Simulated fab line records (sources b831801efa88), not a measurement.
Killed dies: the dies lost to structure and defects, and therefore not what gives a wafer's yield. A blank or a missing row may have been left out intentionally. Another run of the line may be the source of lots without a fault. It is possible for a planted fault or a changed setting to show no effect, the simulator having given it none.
fab line records	flow gf180mcu
record lots=12	wafers=36	last-day=34
route steps=602 shown POLY_GATE@174 HV_LDD@198 NSD@246
lots that met no fault: from a run of the same line without faults
start-h: start of the lot's first displayed wafer, in hours after the record's first day	wait-h: how many hours have passed since the lot's step before this one	" repeats the value in the row above	L1.1+2: several wafers, shown together as one row	- either no value or no given start	* or withheld: withheld	< > ~ a bound
route shown NAME@n: a module of which the file shows steps, and the number in the route of the first	usual: average and standard deviation across the fault-free wafers	same: alike in all rows	chamber/n: place in a boat	sites: readings site by site	_std_site: standard deviation across them	_edge_site: mean of outer sites minus mean of inner sites	radius-mm: how far each site lies from the wafer's centre	mask NAME#n: copy n	behind: the tool/chamber that last shaped the wafer	hold: the reason the lot was held/the length of the hold in hours/how it ended	device: transistor that didn't switch, given as n, p or np	end of line: tests of these same wafers at the route's end	for a step that has no rows: nothing shown but its recipe	killed: not the wafer's yield, but the dies lost to structure and defects at the first sort	map: dies across one wafer; x = killed, . = not, _ = none there
set.NAME: the setting as run; set.NAME@STEP: as run at that earlier step	model.NAME: the simulator's own value behind a step, which no gauge read
one table for each step of the route and one row for each wafer, over a sample of lots
services: the hour from which a tool's chamber was out of use, counted from the record's first day as start-h (under 0 if before that day), plus the number of hours and why
## steps
# step GF_POLY_GATE_THK_MEAS_17
# recipe reads=SiO2_of_POLY_GATE_OXIDATION_16
# usual POLY_GATE_OXIDATION_THK=4.04/0.078
lot.wafer	tool	chamber	start-h	wait-h	POLY_GATE_OXIDATION_THK[nm]
L246.2	film-metro-02	-	201.65	0.0	3.94
L246.3	"	-	"	"	4.00
L246.4	"	-	"	"	3.92
L247.3	film-metro-03	-	207.76	0.0	4.01
L247.5	"	-	"	"	4.03
L247.6	"	-	"	"	4.02
L248.2	film-metro-02	-	215.01	0.0	4.04
L248.4	"	-	"	"	3.95
L248.5	"	-	"	"	3.94
L249.2	film-metro-02	-	219.50	0.0	3.88
L249.3	"	-	"	"	3.80
L249.6	"	-	"	"	3.96
L251.2	film-metro-02	-	232.86	0.0	4.03
L251.3	"	-	"	"	4.17
L251.5	"	-	"	"	4.09
L253.2	film-metro-02	-	245.46	0.0	4.12
L253.3	"	-	"	"	4.08
L253.4	"	-	"	"	4.09
L254.1	film-metro-03	-	254.82	0.0	4.01
L254.2	"	-	"	"	4.01
L254.6	"	-	"	"	4.03
L260.2	film-metro-03	-	298.10	0.0	4.00
L260.4	"	-	"	"	3.96
L260.6	"	-	"	"	3.96
L261.1	film-metro-02	-	306.69	0.0	4.02
L261.3	"	-	"	"	4.01
L261.4	"	-	"	"	4.04
L263.2	film-metro-03	-	319.54	0.0	3.97
L263.3	"	-	"	"	4.00
L263.5	"	-	"	"	4.05
L265.1	film-metro-02	-	334.04	0.0	4.05
L265.3	"	-	"	"	4.16
L265.5	"	-	"	"	4.15
L266.1	film-metro-03	-	342.81	0.0	4.05
L266.3	"	-	"	"	4.07
L266.5	"	-	"	"	4.05
# step GF_HV_LDD_STRIP_22
# recipe chemistry=O2/N2	power-w=1400	pressure-mtorr=1500	platen-temp-c=250	o2-flow-sccm=3000	n2-flow-sccm=300	overash-fraction=0.5
# usual drypump-motor-current-A=5.9/0.58	heater-power-w=327/28	n2-flow-sccm=300.0/0.91	oes-product-au=0.716/0.005	strip-time-to-endpoint-s=12.65/0.04
# same overash-fraction=0.5
lot.wafer	tool	chamber	start-h	wait-h	drypump-motor-current-A	heater-power-w	n2-flow-sccm	oes-product-au	rf-hours-counter-h	strip-time-to-endpoint-s
L246.2	plasma-asher-04	0	237.00	0.1	5.8	390	300.2	0.713	56	12.63
L246.3	"	1	"	"	5.7	310	300.6	0.709	-	12.61
L246.4	"	0	"	"	5.8	372	299.6	0.726	-	12.63
L247.3	plasma-asher-04	0	244.33	0.1	5.8	377	301.4	0.714	-	12.62
L247.5	"	1	"	"	5.7	311	301.1	0.718	-	12.61
L247.6	"	0	"	"	5.7	374	300.2	0.716	-	12.63
L248.2	plasma-asher-01	0	253.34	0.1	6.1	290	298.8	0.714	49	12.63
L248.4	"	0	"	"	6.1	296	299.2	0.717	-	12.64
L248.5	"	1	"	"	6.1	332	300.4	0.709	-	12.63
L249.2	plasma-asher-03	0	256.71	0.1	6.8	332	300.9	0.706	59	12.66
L249.3	"	1	"	"	4.9	311	299.5	0.713	-	12.66
L249.6	"	1	"	"	5.0	316	300.6	0.720	-	12.66
L251.2	plasma-asher-01	1	271.74	0.1	6.1	326	299.8	0.713	51	12.66
L251.3	"	1	"	"	6.1	338	298.1	0.713	-	12.63
L251.5	"	0	"	"	6.1	301	299.7	0.716	-	12.61
L253.2	plasma-asher-04	1	283.69	0.1	5.7	307	301.4	0.717	61	12.60
L253.3	"	1	"	"	5.7	319	301.4	0.717	-	12.58
L253.4	"	0	"	"	5.8	383	299.9	0.717	-	12.61
L254.1	plasma-asher-03	0	294.20	0.1	6.7	329	300.0	0.719	63	12.70
L254.2	"	1	"	"	4.9	317	300.9	0.718	63	12.68
L254.6	"	1	"	"	5.0	312	302.0	0.716	-	12.67
L260.2	plasma-asher-03	1	340.61	0.1	5.0	311	302.4	0.711	68	12.66
L260.4	"	0	"	"	6.8	330	298.7	0.715	-	12.71
L260.6	"	1	"	"	4.9	315	301.5	0.722	-	12.72
L261.1	plasma-asher-01	0	349.28	0.1	6.1	295	301.2	0.713	60	12.75
L261.3	"	1	"	"	6.2	330	301.0	0.709	-	12.70
L261.4	"	0	"	"	6.0	294	298.1	0.714	-	12.70
L263.2	plasma-asher-03	1	363.45	0.1	4.9	315	299.2	0.722	71	12.63
L263.3	"	0	"	"	6.8	333	299.9	0.721	-	12.65
L263.5	"	0	"	"	6.8	332	299.0	0.720	-	12.68
L265.1	plasma-asher-03	1	378.23	0.1	4.9	307	300.3	0.711	72	12.65
L265.3	"	1	"	"	5.0	316	300.0	0.707	-	12.67
L265.5	"	1	"	"	5.0	312	300.7	0.712	-	12.68
L266.1	plasma-asher-04	1	386.84	0.1	5.7	310	299.4	0.721	69	12.68
L266.3	"	1	"	"	5.7	310	298.6	0.722	-	12.66
L266.5	"	1	"	"	5.7	319	299.6	0.713	-	12.62
# step GF_HV_LDD_IMPLANT_48
# recipe species=B	energy-kev=25	dose-cm2=3e+13	tilt-deg=7
# usual beam-energy-keV=25.000/0.007
lot.wafer	tool	chamber	start-h	wait-h	beam-energy-keV
L246.2	implanter-04	0	276.42	0.0	24.998
L246.3	"	0	"	"	24.997
L246.4	"	0	"	"	24.987
L247.3	implanter-01	0	282.69	0.1	24.999
L247.5	"	0	"	"	24.990
L247.6	"	0	"	"	25.007
L248.2	implanter-02	0	292.85	0.0	25.008
L248.4	"	0	"	"	24.993
L248.5	"	0	"	"	24.992
L249.2	implanter-01	0	296.80	0.0	25.008
L249.3	"	0	"	"	25.010
L249.6	"	0	"	"	24.997
L251.2	implanter-01	0	315.17	0.0	35.416
L251.3	"	0	"	"	35.428
L251.5	"	0	"	"	35.440
L253.2	implanter-01	0	325.37	0.0	35.443
L253.3	"	0	"	"	35.425
L253.4	"	0	"	"	35.427
L254.1	implanter-01	0	336.05	0.0	35.431
L254.2	"	0	"	"	35.420
L254.6	"	0	"	"	35.417
L260.2	implanter-01	0	393.90	0.3	24.992
L260.4	"	0	"	"	24.999
L260.6	"	0	"	"	24.997
L261.1	implanter-01	0	394.65	0.0	25.000
L261.3	"	0	"	"	25.010
L261.4	"	0	"	"	25.002
L263.2	implanter-01	0	410.27	0.0	24.995
L263.3	"	0	"	"	24.979
L263.5	"	0	"	"	24.995
L265.1	implanter-04	0	426.03	0.0	24.991
L265.3	"	0	"	"	24.994
L265.5	"	0	"	"	24.996
L266.1	implanter-02	0	435.63	0.0	25.009
L266.3	"	0	"	"	25.000
L266.5	"	0	"	"	25.006
# step GF_HV_LDD_TW_MEAS_50
# usual HV_LDD_4_TW=566/3.3
lot.wafer	tool	chamber	start-h	wait-h	HV_LDD_4_TW
L246.2	film-metro-01	-	276.65	0.1	563
L246.3	"	-	"	"	561
L246.4	"	-	"	"	560
L247.3	film-metro-01	-	282.91	0.1	561
L247.5	"	-	"	"	563
L247.6	"	-	"	"	563
L248.2	film-metro-03	-	293.09	0.1	569
L248.4	"	-	"	"	567
L248.5	"	-	"	"	570
L249.2	film-metro-04	-	297.04	0.1	570
L249.3	"	-	"	"	569
L249.6	"	-	"	"	571
L251.2	film-metro-04	-	315.41	0.1	606
L251.3	"	-	"	"	606
L251.5	"	-	"	"	606
L253.2	film-metro-01	-	325.61	0.1	602
L253.3	"	-	"	"	601
L253.4	"	-	"	"	601
L254.1	film-metro-01	-	336.30	0.1	602
L254.2	"	-	"	"	601
L254.6	"	-	"	"	598
L260.2	film-metro-03	-	394.14	0.1	567
L260.4	"	-	"	"	568
L260.6	"	-	"	"	567
L261.1	film-metro-04	-	394.90	0.1	567
L261.3	"	-	"	"	569
L261.4	"	-	"	"	565
L263.2	film-metro-01	-	410.51	0.1	566
L263.3	"	-	"	"	565
L263.5	"	-	"	"	567
L265.1	film-metro-01	-	426.28	0.1	565
L265.3	"	-	"	"	566
L265.5	"	-	"	"	568
L266.1	film-metro-03	-	435.88	0.1	566
L266.3	"	-	"	"	574
L266.5	"	-	"	"	571
# step GF_NSD_STRIP_11
# recipe chemistry=O2/N2	power-w=1400	pressure-mtorr=1500	platen-temp-c=250	o2-flow-sccm=3000	n2-flow-sccm=300	overash-fraction=0.5
# usual drypump-motor-current-A=5.7/0.42	heater-power-w=312/26	n2-flow-sccm=300.0/0.77	oes-product-au=0.486/0.0042	strip-time-to-endpoint-s=22.97/0.037
# same overash-fraction=0.5
lot.wafer	tool	chamber	start-h	wait-h	drypump-motor-current-A	heater-power-w	n2-flow-sccm	oes-product-au	rf-hours-counter-h	strip-time-to-endpoint-s
L246.2	plasma-asher-04	0	299.73	0.1	5.8	394	300.5	0.482	63	23.00
L246.3	"	0	"	"	5.8	385	299.9	0.480	-	23.04
L246.4	"	1	"	"	5.7	317	298.7	0.484	-	22.95
L247.3	plasma-asher-02	0	306.50	0.1	5.1	296	300.7	0.490	-	22.96
L247.5	"	1	"	"	5.3	296	300.8	0.490	-	22.99
L247.6	"	0	"	"	5.1	290	301.4	0.486	-	22.98
L248.2	plasma-asher-01	0	316.53	0.1	6.1	298	300.0	0.485	56	22.98
L248.4	"	1	"	"	6.2	333	299.3	0.484	-	22.96
L248.5	"	0	"	"	6.1	295	299.8	0.490	-	22.92
L249.2	plasma-asher-02	1	321.24	0.1	5.3	297	300.3	0.485	22	23.00
L249.3	"	1	"	"	5.3	299	298.5	0.481	-	22.94
L249.6	"	0	"	"	5.1	290	301.5	0.484	-	22.97
L251.2	plasma-asher-04	1	339.09	0.1	5.7	315	298.7	0.490	66	22.99
L251.3	"	1	"	"	5.7	312	300.4	0.480	-	23.01
L251.5	"	1	"	"	5.7	303	299.6	0.488	-	23.01
L253.2	plasma-asher-02	1	351.52	0.1	5.3	297	299.4	0.488	25	22.92
L253.3	"	1	"	"	5.3	299	299.1	0.489	-	22.95
L253.4	"	0	"	"	5.1	301	299.9	0.492	-	22.98
L254.1	plasma-asher-01	1	362.44	0.1	6.2	326	300.0	0.485	62	23.00
L254.2	"	0	"	"	6.0	292	300.4	0.482	62	23.03
L254.6	"	1	"	"	6.2	335	299.3	0.491	-	23.01
L260.2	plasma-asher-01	1	420.34	0.1	6.2	334	298.2	0.490	67	23.00
L260.4	"	0	"	"	6.1	291	300.6	0.485	-	23.02
L260.6	"	0	"	"	6.0	289	300.1	0.489	-	23.01
L261.1	plasma-asher-01	0	422.18	0.1	6.1	293	299.5	0.487	68	22.93
L261.3	"	0	"	"	6.1	300	300.2	0.486	-	22.91
L261.4	"	1	"	"	6.1	333	298.5	0.481	-	22.93
L263.2	plasma-asher-04	1	438.64	0.1	5.7	300	301.5	0.488	1	22.98
L263.3	"	0	"	"	5.8	355	300.6	0.484	-	22.97
L263.5	"	1	"	"	5.7	306	299.4	0.481	-	22.98
L265.1	plasma-asher-04	1	453.49	0.1	5.7	310	300.7	0.485	3	22.97
L265.3	"	1	"	"	5.7	305	299.9	0.489	-	22.97
L265.5	"	0	"	"	5.8	359	300.1	0.488	-	22.98
L266.1	plasma-asher-04	0	463.88	0.1	5.8	353	300.9	0.482	4	22.97
L266.3	"	1	"	"	5.7	305	300.6	0.479	-	22.90
L266.5	"	0	"	"	5.8	364	300.6	0.487	-	22.93
## services
tool	chamber	start-h	hours	kind
implanter-01	-	218.10	2.6	pm
plasma-asher-03	-	234.16	14.6	pm
plasma-asher-02	-	270.89	1.7	repair
plasma-asher-01	-	286.25	2.6	repair
plasma-asher-04	-	314.95	6.7	repair
implanter-04	-	343.07	5.1	repair
plasma-asher-04	-	343.83	1.7	repair
plasma-asher-04	-	345.50	17.3	pm
implanter-04	-	364.46	31.1	pm
plasma-asher-03	-	364.73	4.5	repair
plasma-asher-01	-	376.44	4.4	repair
implanter-02	-	377.93	23.9	repair
implanter-02	-	397.19	6.1	repair
plasma-asher-01	-	407.07	2.4	repair
implanter-04	-	410.25	0.9	repair
plasma-asher-04	-	421.35	9.0	pm
plasma-asher-04	0	421.35	9.0	vent-cycle
plasma-asher-04	1	421.35	9.0	vent-cycle
plasma-asher-04	0	430.35	-	clean
plasma-asher-04	1	430.35	-	clean
implanter-02	-	445.58	3.3	pm
plasma-asher-03	-	448.38	5.6	repair
## key
first-sign step=GF_HV_LDD_IMPLANT_48	reading=beam-energy-keV	direction=up	sigmas=99+	usual=25.000	struck=35.428
effect step=GF_HV_LDD_TW_MEAS_50	reading=HV_LDD_4_TW	direction=up	sigmas=11	usual=566	struck=603
met-at GF_HV_LDD_IMPLANT_48
struck-lots L251,L253,L254
tester-left-out L251,L253,L254
not-acting-at GF_POLY_GATE_THK_MEAS_17,GF_HV_LDD_STRIP_22,GF_NSD_STRIP_11
onset-between 296.80 315.17
fault kind=process-parameter-drift	tool=implanter-01	chamber=-	onset-h=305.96	steps=GF_HV_LDD_IMPLANT_48	channel=energy-kev	offset=10.429	shape=step	end-h=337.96	acts-in=these-recipes-only	stated=25
# tester-left-out: of these lots the tester's yield and bins aren't shown, on N5 and GAA mostly nor the transistor test; their killed dies are dies lost to structure and defects alone, not to doping, threshold or leakage, so they don't give the yield
